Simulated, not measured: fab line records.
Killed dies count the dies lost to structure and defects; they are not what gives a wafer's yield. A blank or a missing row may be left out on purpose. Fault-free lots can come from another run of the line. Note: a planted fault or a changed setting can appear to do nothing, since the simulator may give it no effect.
Split-lot experiment -- flow gf180mcu -- 5 lots, 23 wafers read, on a route of 602 steps

THE SPLIT ITSELF
At GF_M2_SPUTTER_00 (material Ti, target thk 37.5 nm, time 150 s), the setting powerW was moved away from the recipe's 4000 W on 9 of the 23 wafers read, by -11.3% to +10.1%. For the rest of the wafers, this setting stayed at what the recipe calls for.

The reading is taken at the split's own step.

THE READING
Ti_of_M2_SPUTTER_00.thkNm (the simulator's own value, which no gauge read), in nm, at GF_M2_SPUTTER_00 (material Ti, target thk 37.5 nm, time 150 s). No usual value for it is given in the file. Average 37.76 nm, standard deviation 0.35 nm, over the 14 wafers here run with the recipe.

wafer,"tool, chamber at the split","powerW as run, W",against the recipe,"Ti_of_M2_SPUTTER_00.thkNm, nm",against lot-mates on the recipe
L074.1,"pvdSputter-04, -",3550,-11.3%,33.66,-4.14
L074.2,"pvdSputter-04, -",3550,-11.3%,33.46,-4.34
L074.3,"pvdSputter-04, -",4000,recipe,37.9,-
L074.4,"pvdSputter-04, -",4000,recipe,37.69,-
L074.6,"pvdSputter-04, -",3550,-11.3%,33.77,-4.02
L076.1,"pvdSputter-02, -",4000,recipe,38.28,-
L076.2,"pvdSputter-02, -",4000,recipe,38.03,-
L076.4,"pvdSputter-02, -",4338,+8.5%,41.76,+3.59
L076.5,"pvdSputter-02, -",4000,recipe,38.21,-
L076.6,"pvdSputter-02, -",4338,+8.5%,41.43,+3.26
L077.1,"pvdSputter-04, -",4000,recipe,37.09,-
L077.5,"pvdSputter-04, -",4000,recipe,37.13,-
L077.6,"pvdSputter-04, -",4000,recipe,37.37,-
L078.1,"pvdSputter-01, -",4000,recipe,37.62,-
L078.2,"pvdSputter-01, -",4000,recipe,37.8,-
L078.4,"pvdSputter-01, -",3555,-11.1%,34.21,-3.65
L078.5,"pvdSputter-01, -",3555,-11.1%,33.96,-3.90
L078.6,"pvdSputter-01, -",4000,recipe,38.17,-
L080.2,"pvdSputter-02, -",4000,recipe,37.76,-
L080.3,"pvdSputter-02, -",4000,recipe,37.77,-
L080.4,"pvdSputter-02, -",4402,+10.1%,41.58,+3.79
L080.5,"pvdSputter-02, -",4000,recipe,37.84,-
L080.6,"pvdSputter-02, -",4402,+10.1%,41.82,+4.03

THE FIT
A straight line over all 23 wafers: Ti_of_M2_SPUTTER_00.thkNm changes by +0.378 nm for each +1% of powerW; r = +0.99; the points scatter about the line by 0.38 nm.
The same after taking each lot's own level away (the mean of its wafers on the recipe; 23 wafers): +0.373 nm for each +1%; r = +1.00; scatter 0.19 nm.
On that fit, the largest move of powerW shifts the reading by 4.2 nm.
From 37.197 to 38.173 nm: that is the span of the lots' own levels, equal to 2.8 times the standard deviation above.
Hence the lot-to-lot level has little effect on the slope; both slopes agree.
Check: -4.12 nm against its lot-mates is what the line predicts for one of the wafers moved furthest among these (-11.3%) when that wafer is left out of the fit. It came out at -4.14 nm against them.

FILE'S OWN FIT
Ti_of_M2_SPUTTER_00.thkNm changes by +0.372 nm for each +1% of powerW, r = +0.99.
